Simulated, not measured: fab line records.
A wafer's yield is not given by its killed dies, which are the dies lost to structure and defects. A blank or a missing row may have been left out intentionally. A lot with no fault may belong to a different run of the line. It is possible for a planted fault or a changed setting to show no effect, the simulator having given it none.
2 desks, one fault + flow gf180mcu + each desk has only its own numbers; what lay behind them comes last

## AT THE METROLOGY DESK
Means of the sampled wafers that have a number, per lot and without regard to the tool the lot ran on: this is what the gauges read. Marked OUT: a lot whose mean sits more than 4 standard deviations from the usual mean, which makes it out of limits; the brackets give that distance.
Columns: A = HV_LDD_03_OVL at GF_HV_LDD_OVL_MEAS_47, usual 0.5 nm; B = PSD_TW at GF_PSD_TW_MEAS_11, usual 3160; C = SALICIDE_TIN_RS at GF_SALICIDE_RS_MEAS_04, usual 16.49 ohm/sq; D = SALICIDE_TIN_THK at GF_SALICIDE_THK_MEAS_05, usual 20.19 nm
| lot  | first seen here | A    | B    | C                | D               |
|------|-----------------|------|------|------------------|-----------------|
| L127 | day 12 21:10    | 1.4  | 3185 | 16.89            | 20.16           |
| L128 | day 13 07:50    | -0.9 | 3165 | 16.73            | 20.01           |
| L136 | day 15 05:41    | 2.3  | 3149 | 15.05 (-5.0) OUT | 25.74 (+25) OUT |
| L137 | day 15 18:40    | 1.7  | 3141 | 14.71 (-6.1) OUT | 27.78 (+34) OUT |
| L138 | day 16 05:07    | 0.3  | 3114 | 15.63            | 23.89 (+17) OUT |
| L140 | day 16 17:19    | 1.4  | 3115 | 16.04            | 20.24           |
| L141 | day 17 00:16    | 2.6  | 3202 | 16.54            | 20.33           |
| L144 | day 18 03:56    | -0.0 | 3178 | 16.29            | 20.34           |
| L146 | day 18 20:07    | -0.1 | 3186 | 16.33            | 20.55           |
| L147 | day 19 03:19    | 0.9  | 3121 | 16.45            | 19.97           |
| L148 | day 19 14:19    | 0.9  | 3133 | 16.43            | 20.39           |
| L149 | day 19 17:01    | -0.3 | 3125 | 16.27            | 20.38           |
| L150 | day 20 02:52    | -1.4 | 3116 | 16.25            | 20.05           |
This desk's finding: out of limits on L136, L137, L138; first on L136, day 18 04:31 (SALICIDE_TIN_RS at GF_SALICIDE_RS_MEAS_04). In limits: L127, L128, L140, L141, L144, L146, L147, L148, L149, L150.

## THE TOOL OWNER'S DESK: pvdSputter-02
The tool's own readings at GF_SALICIDE_SPUTTER_03 (material TiN, target thk 20 nm, time 16.7 s): means of the sampled wafers that have a number, for each lot that ran on this tool. Marked OUT: a lot whose mean sits more than 4 standard deviations from the usual mean, which makes it out of limits; the brackets give that distance.
Columns: A = throttleValvePct at GF_SALICIDE_SPUTTER_03, usual 30.0 %
| lot  | first seen here | A    |
|------|-----------------|------|
| L136 | day 18 04:28    | 30.4 |
| L137 | day 18 20:52    | 29.5 |
| L138 | day 19 08:07    | 30.0 |
| L147 | day 22 07:15    | 29.6 |
| L148 | day 22 17:13    | 29.6 |
Finding of this desk: none of the 5 lots has anything out of limits.

## PUT TOGETHER
On L136, L137, L138, the metrology desk was in a position to raise an alarm at day 18 04:31.
Nothing out of limits was seen by the tool owner's desk.
On record at the tool owner's desk: L136, L137, L138, within its limits.
The lots listed all ran GF_SALICIDE_SPUTTER_03 on pvdSputter-02.

## WHAT WAS PUT IN BY THE SIMULATOR
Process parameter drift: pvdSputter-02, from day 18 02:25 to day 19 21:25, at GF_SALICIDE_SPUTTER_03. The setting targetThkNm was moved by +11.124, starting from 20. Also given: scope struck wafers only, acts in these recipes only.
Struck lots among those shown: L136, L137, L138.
Per desk, hours elapsed from the start of the fault to the first reading out of limits: for the metrology desk, 2.
